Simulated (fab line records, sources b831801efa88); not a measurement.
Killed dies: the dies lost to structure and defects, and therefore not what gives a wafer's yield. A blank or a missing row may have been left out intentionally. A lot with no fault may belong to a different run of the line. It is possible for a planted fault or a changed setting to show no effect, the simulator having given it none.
fab line records	flow gf180mcu
record: lots: 12	wafers: 36	last-day: 32
route steps=602 shown HV_LDD@196 SAB@275 V1@356
lots that met no fault: taken from a fault-free run of the same line
start-h: start of the lot's first displayed wafer, in hours after the record's first day	wait-h: hours from the lot's prior step to this one	" the same as in the row above	L1.1+2: a single row standing in for several wafers	- value missing, or start not given	* or withheld: withheld	< > ~ a bound
route shown NAME@n: names a module that has steps shown in the file, with the first one's number in the route	usual: the fault-free wafers' mean and standard deviation	same: alike in all rows	chamber/n: place in a boat	sites: per-site readings	_std_site: the standard deviation of these	_edge_site: mean of outer sites minus mean of inner sites	radius-mm: how far each site lies from the wafer's centre	mask NAME#n: copy n	behind: the last tool/chamber to shape the wafer	hold: why the lot went on hold/how many hours it stayed there/how the hold came to an end	device: transistor that didn't switch, given as n, p or np	end of line: tests of these same wafers at the route's end	where a step has no rows: the recipe by itself	killed: the dies lost at the first sort to structure and to defects; this is not the yield of the wafer	map: per-die view of a wafer (x killed, . not killed, _ where there is no die)
set.NAME: the setting the step ran with; set.NAME@STEP: the setting that earlier step ran with	model.NAME: the simulator's own value behind a step, which no gauge read
steps of the route over a sample of lots; a table a step, a row a wafer
services: from which hour (start-h, from the record's first day; less than 0 if before it) a tool's chamber was out of use, for how many hours, and why
== steps ==
step: GF_HV_LDD_OVL_MEAS_20
usual: HV_LDD_01_OVL: 0.7/1.3
lot.wafer	tool	chamber	start-h	wait-h	HV_LDD_01_OVL[nm]
L239.1	overlay-01	-	246.94	0.1	1.8
L239.3	"	-	"	"	4.0
L239.4	"	-	"	"	1.1
L238.1	overlay-02	-	251.14	0.1	-0.3
L238.2	"	-	"	"	-0.9
L238.3	"	-	"	"	-0.5
L240.2	overlay-02	-	255.04	0.1	1.7
L240.5	"	-	"	"	0.6
L240.6	"	-	"	"	1.5
L241.2	overlay-02	-	265.94	0.1	1.0
L241.3	"	-	"	"	2.5
L241.5	"	-	"	"	1.8
L244.3	overlay-02	-	286.20	0.1	1.0
L244.4	"	-	"	"	1.6
L244.6	"	-	"	"	0.1
L245.1	overlay-02	-	291.33	0.1	0.4
L245.3	"	-	"	"	-1.3
L245.6	"	-	"	"	-1.2
L246.1	overlay-02	-	302.08	0.1	-0.1
L246.3	"	-	"	"	0.6
L246.4	"	-	"	"	-0.5
L247.2	overlay-02	-	308.59	0.1	0.7
L247.3	"	-	"	"	2.1
L247.4	"	-	"	"	1.9
L248.1	overlay-02	-	316.58	0.1	0.0
L248.2	"	-	"	"	1.4
L248.3	"	-	"	"	0.4
L249.2	overlay-01	-	323.34	0.1	4.0
L249.3	"	-	"	"	2.1
L249.6	"	-	"	"	1.3
L250.2	overlay-01	-	337.09	0.1	0.7
L250.4	"	-	"	"	0.6
L250.6	"	-	"	"	0.8
L251.1	overlay-02	-	346.48	0.1	0.1
L251.5	"	-	"	"	0.0
L251.6	"	-	"	"	0.3
step: GF_HV_LDD_IMPLANT_35
recipe: species: P	energy-kev: 60	dose-cm2: 7.5e+12	tilt-deg: 30	rotation-deg: 180
usual: beam-energy-keV: 60.001/0.018	dose-ions-cm2: 7.501e+12/9.6e+09	end-station-pressure-torr: 5.08e-06/2.6e-07	faraday-current-uA: 42.3/0.87	implant-ion-amu: 31/0
lot.wafer	tool	chamber	start-h	wait-h	beam-energy-keV	dose-ions-cm2	end-station-pressure-torr	faraday-current-uA	implant-ion-amu
L239.1	implanter-02	0	266.22	0.1	59.986	7.513e+12	5.48e-06	41.9	31
L239.3	"	0	"	"	59.972	7.52e+12	4.86e-06	41.1	31
L239.4	"	0	"	"	60.005	7.511e+12	5.16e-06	43.5	31
L238.1	implanter-01	0	270.77	0.1	60.047	7.485e+12	5.4e-06	42.1	31
L238.2	"	0	"	"	60.029	7.505e+12	4.93e-06	41.8	31
L238.3	"	0	"	"	60.014	7.495e+12	5.67e-06	42.6	31
L240.2	implanter-01	0	275.29	0.1	60.038	7.5e+12	4.8e-06	42.3	31
L240.5	"	0	"	"	60.032	7.505e+12	5.1e-06	42.0	31
L240.6	"	0	"	"	60.012	7.513e+12	5.23e-06	42.0	31
L241.2	implanter-02	0	286.25	0.1	59.994	7.491e+12	5.17e-06	43.2	31
L241.3	"	0	"	"	59.992	7.477e+12	5.07e-06	42.4	31
L241.5	"	0	"	"	59.984	7.49e+12	4.98e-06	41.2	31
L244.3	implanter-01	0	306.42	0.1	60.038	7.501e+12	5.6e-06	41.4	31
L244.4	"	0	"	"	60.009	7.507e+12	4.7e-06	41.4	31
L244.6	"	0	"	"	60.006	7.508e+12	4.97e-06	41.3	31
L245.1	implanter-02	0	311.42	0.1	59.992	7.511e+12	5.3e-06	40.9	31
L245.3	"	0	"	"	59.994	7.493e+12	5.31e-06	41.1	31
L245.6	"	0	"	"	59.974	7.513e+12	5e-06	41.8	31
L246.1	implanter-01	0	323.37	0.1	59.988	7.504e+12	5.08e-06	41.7	31
L246.3	"	0	"	"	60.023	7.507e+12	4.9e-06	44.2	31
L246.4	"	0	"	"	60.004	7.493e+12	5.5e-06	41.9	31
L247.2	implanter-04	0	329.84	0.1	60.010	7.524e+12	5.04e-06	42.6	31
L247.3	"	0	"	"	59.976	7.514e+12	5.02e-06	41.5	31
L247.4	"	0	"	"	60.007	7.507e+12	5.25e-06	41.8	31
L248.1	implanter-04	0	338.37	0.1	60.001	7.493e+12	4.88e-06	42.0	75
L248.2	"	0	"	"	59.995	7.489e+12	5.2e-06	41.8	75
L248.3	"	0	"	"	60.016	7.503e+12	5.1e-06	42.2	75
L249.2	implanter-01	0	344.59	0.1	60.012	7.508e+12	4.81e-06	43.0	75
L249.3	"	0	"	"	60.008	7.5e+12	5.36e-06	42.3	75
L249.6	"	0	"	"	59.984	7.495e+12	4.77e-06	44.3	75
L250.2	implanter-02	0	359.49	0.1	59.981	7.519e+12	4.71e-06	43.6	75
L250.4	"	0	"	"	59.993	7.505e+12	5.08e-06	41.9	75
L250.6	"	0	"	"	59.995	7.507e+12	5.57e-06	40.8	75
L251.1	implanter-01	0	369.12	0.1	59.992	7.493e+12	5.31e-06	43.6	75
L251.5	"	0	"	"	59.983	7.502e+12	5e-06	43.2	75
L251.6	"	0	"	"	59.974	7.514e+12	5.19e-06	42.5	75
step: GF_HV_LDD_TW_MEAS_38
usual: HV_LDD_3_TW: 1431/18
lot.wafer	tool	chamber	start-h	wait-h	HV_LDD_3_TW
L239.1	film-metro-04	-	266.62	0.1	1426
L239.3	"	-	"	"	1425
L239.4	"	-	"	"	1424
L238.1	film-metro-01	-	271.17	0.1	1457
L238.2	"	-	"	"	1465
L238.3	"	-	"	"	1469
L240.2	film-metro-04	-	275.68	0.1	1423
L240.5	"	-	"	"	1429
L240.6	"	-	"	"	1420
L241.2	film-metro-01	-	286.63	0.1	1469
L241.3	"	-	"	"	1461
L241.5	"	-	"	"	1469
L244.3	film-metro-04	-	306.79	0.1	1435
L244.4	"	-	"	"	1439
L244.6	"	-	"	"	1438
L245.1	film-metro-02	-	311.82	0.1	1402
L245.3	"	-	"	"	1414
L245.6	"	-	"	"	1415
L246.1	film-metro-01	-	323.78	0.1	1453
L246.3	"	-	"	"	1458
L246.4	"	-	"	"	1456
L247.2	film-metro-04	-	330.23	0.1	1419
L247.3	"	-	"	"	1423
L247.4	"	-	"	"	1420
L248.1	film-metro-02	-	338.77	0.1	1580
L248.2	"	-	"	"	1571
L248.3	"	-	"	"	1576
L249.2	film-metro-02	-	344.98	0.1	1560
L249.3	"	-	"	"	1565
L249.6	"	-	"	"	1574
L250.2	film-metro-04	-	359.88	0.1	1594
L250.4	"	-	"	"	1603
L250.6	"	-	"	"	1596
L251.1	film-metro-01	-	369.52	0.1	1617
L251.5	"	-	"	"	1629
L251.6	"	-	"	"	1627
step: GF_HV_LDD_RS_MEAS_53
recipe: thk-meas-gauge: four-point-probe
usual: HV_LDD_RS: 418.2/0.89
lot.wafer	tool	chamber	start-h	wait-h	HV_LDD_RS[ohm/sq]
L239.1	film-metro-04	-	286.75	0.1	419.2
L239.3	"	-	"	"	419.4
L239.4	"	-	"	"	419.6
L238.1	film-metro-04	-	291.20	0.1	419.2
L238.2	"	-	"	"	419.7
L238.3	"	-	"	"	418.9
L240.2	film-metro-04	-	295.69	0.1	419.0
L240.5	"	-	"	"	418.4
L240.6	"	-	"	"	419.7
L241.2	film-metro-02	-	306.67	0.1	418.0
L241.3	"	-	"	"	420.3
L241.5	"	-	"	"	419.4
L244.3	film-metro-02	-	327.78	0.1	417.0
L244.4	"	-	"	"	418.0
L244.6	"	-	"	"	416.3
L245.1	film-metro-02	-	333.00	0.1	418.2
L245.3	"	-	"	"	417.8
L245.6	"	-	"	"	417.4
L246.1	film-metro-02	-	345.20	0.1	416.5
L246.3	"	-	"	"	416.9
L246.4	"	-	"	"	417.2
L247.2	film-metro-04	-	351.77	0.1	417.0
L247.3	"	-	"	"	417.2
L247.4	"	-	"	"	418.6
L248.1	film-metro-02	-	360.91	0.1	426.9
L248.2	"	-	"	"	427.8
L248.3	"	-	"	"	427.8
L249.2	film-metro-02	-	367.27	0.1	429.9
L249.3	"	-	"	"	427.6
L249.6	"	-	"	"	428.6
L250.2	film-metro-01	-	382.82	0.1	428.7
L250.4	"	-	"	"	428.8
L250.6	"	-	"	"	428.6
L251.1	film-metro-01	-	392.59	0.1	429.2
L251.5	"	-	"	"	428.6
L251.6	"	-	"	"	429.4
step: GF_SAB_ETCH_11
recipe: chemistry: C4F8/O2/Ar	mask-material: NOVOLAK	target: SiO2	target-depth-nm: 55	source-w: 1500	bias-w: 1185	pressure-mtorr: 40	c4f8-flow-sccm: withheld	O2_flow_sccm: 6	Ar_flow_sccm: 300	time-s: 8.5
usual: oes-product-au: 1.000/0.011
lot.wafer	tool	chamber	start-h	wait-h	oes-product-au	rf-hours-counter-h
L239.1	rie-diel-04	3	353.72	0.0	1.007	73
L239.3	"	1	"	"	1.000	27
L239.4	"	1	"	"	1.010	-
L238.1	rie-diel-03	1	358.72	0.0	0.997	120
L238.2	"	2	"	"	0.994	22
L238.3	"	0	"	"	1.023	27
L240.2	rie-diel-04	2	362.72	0.0	0.990	0
L240.5	"	3	"	"	0.987	-
L240.6	"	0	"	"	0.991	-
L241.2	rie-diel-03	0	375.92	0.0	0.995	28
L241.3	"	3	"	"	0.994	71
L241.5	"	3	"	"	0.998	-
L244.3	rie-diel-01	0	396.52	0.0	1.006	45
L244.4	"	3	"	"	1.017	18
L244.6	"	2	"	"	1.003	-
L245.1	rie-diel-03	0	403.26	0.0	1.012	29
L245.3	"	2	"	"	0.989	22
L245.6	"	1	"	"	0.988	-
L246.1	rie-diel-01	1	417.37	0.0	1.000	21
L246.3	"	2	"	"	0.996	3
L246.4	"	3	"	"	1.007	18
L247.2	rie-diel-03	3	425.49	0.0	0.999	72
L247.3	"	1	"	"	0.996	1
L247.4	"	0	"	"	1.011	29
L248.1	rie-diel-03	3	433.41	0.0	1.006	72
L248.2	"	1	"	"	0.984	1
L248.3	"	0	"	"	1.017	29
L249.2	rie-diel-04	2	441.32	0.0	1.013	3
L249.3	"	3	"	"	0.995	75
L249.6	"	0	"	"	0.992	-
L250.2	rie-diel-03	3	459.02	0.0	1.001	73
L250.4	"	1	"	"	0.989	2
L250.6	"	3	"	"	1.005	-
L251.1	rie-diel-03	0	468.37	0.0	1.014	30
L251.5	"	0	"	"	1.016	-
L251.6	"	3	"	"	1.002	-
step: GF_V1_SPUTTER_21
recipe: material: Ti	target-thk-nm: 15	chamber-pressure-pa: 5	power-w: 2500	substrate-temp-c: 200	time-s: 78.54
usual: throttle-valve-pct: 29.7/0.96
lot.wafer	tool	chamber	start-h	wait-h	throttle-valve-pct
L239.1	pvd-sputter-01	-	428.37	0.0	29.6
L239.3	"	-	"	"	30.0
L239.4	"	-	"	"	28.0
L238.1	pvd-sputter-02	-	432.40	0.0	28.9
L238.2	"	-	"	"	29.5
L238.3	"	-	"	"	29.4
L240.2	pvd-sputter-04	-	437.38	0.0	28.3
L240.5	"	-	"	"	30.1
L240.6	"	-	"	"	30.7
L241.2	pvd-sputter-02	-	451.88	0.0	30.8
L241.3	"	-	"	"	29.2
L241.5	"	-	"	"	29.3
L244.3	pvd-sputter-02	-	472.45	0.0	29.4
L244.4	"	-	"	"	29.0
L244.6	"	-	"	"	30.6
L245.1	pvd-sputter-04	-	480.76	0.0	28.1
L245.3	"	-	"	"	30.6
L245.6	"	-	"	"	28.3
L246.1	pvd-sputter-01	-	495.92	0.0	28.1
L246.3	"	-	"	"	29.8
L246.4	"	-	"	"	30.1
L247.2	pvd-sputter-01	-	504.57	0.0	29.6
L247.3	"	-	"	"	27.9
L247.4	"	-	"	"	29.1
L248.1	pvd-sputter-04	-	510.61	0.0	30.0
L248.2	"	-	"	"	31.3
L248.3	"	-	"	"	28.2
L249.2	pvd-sputter-04	-	518.48	0.0	30.4
L249.3	"	-	"	"	31.2
L249.6	"	-	"	"	31.4
L250.2	pvd-sputter-01	-	533.63	0.0	29.7
L250.4	"	-	"	"	28.9
L250.6	"	-	"	"	29.8
L251.1	pvd-sputter-01	-	543.03	0.0	29.5
L251.5	"	-	"	"	29.3
L251.6	"	-	"	"	28.2
== services ==
tool	chamber	start-h	hours	kind
rie-diel-03	3	249.72	3.9	repair
rie-diel-03	-	259.63	2.7	repair
implanter-02	-	270.16	5.0	repair
pvd-sputter-01	-	284.56	1.9	repair
implanter-01	-	287.16	11.9	pm
rie-diel-03	0	315.07	7.1	repair
implanter-02	-	329.85	0.7	repair
implanter-02	-	345.04	3.3	repair
implanter-01	-	348.42	1.7	repair
implanter-02	-	356.66	1.3	repair
pvd-sputter-01	-	360.03	8.8	repair
rie-diel-03	2	376.04	8.8	repair
rie-diel-03	-	385.47	2.8	pm
rie-diel-03	2	398.29	4.2	repair
implanter-01	-	404.61	2.1	repair
implanter-01	-	451.57	2.4	repair
implanter-01	-	455.96	2.8	pm
rie-diel-03	0	456.91	1.3	repair
implanter-01	-	465.68	14.0	repair
rie-diel-03	1	500.79	3.7	repair
rie-diel-03	2	501.11	2.1	repair
implanter-01	-	514.03	1.7	repair
rie-diel-03	0	522.86	4.8	repair
rie-diel-03	0	539.29	2.9	repair
== key ==
first-sign: step: GF_HV_LDD_IMPLANT_35	reading: implant-ion-amu	direction: up	sigmas: 99+	usual: 31	struck: 75
effect: step: GF_HV_LDD_TW_MEAS_38	reading: HV_LDD_3_TW	direction: up	sigmas: 8.8	usual: 1431	struck: 1591
effect: step: GF_HV_LDD_RS_MEAS_53	reading: HV_LDD_RS	direction: up	sigmas: 12	usual: 418.2	struck: 428.5
met-at GF_HV_LDD_IMPLANT_35
struck-lots L248,L249,L250,L251
tester-left-out L248,L249,L250,L251
not-acting-at GF_HV_LDD_OVL_MEAS_20,GF_SAB_ETCH_11,GF_V1_SPUTTER_21
onset-between 329.84 338.37
fault: kind: wrong-recipe-download	tool: implanter-01,implanter-02,implanter-04	chamber: -	onset-h: 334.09	steps: GF_HV_LDD_IMPLANT_35	wrong-recipe.not-listed: 1
tester-left-out: of these lots the tester's yield and bins aren't shown, on N5 and GAA mostly nor the transistor test; their killed dies are dies lost to structure and defects alone, not to doping, threshold or leakage, so they don't give the yield
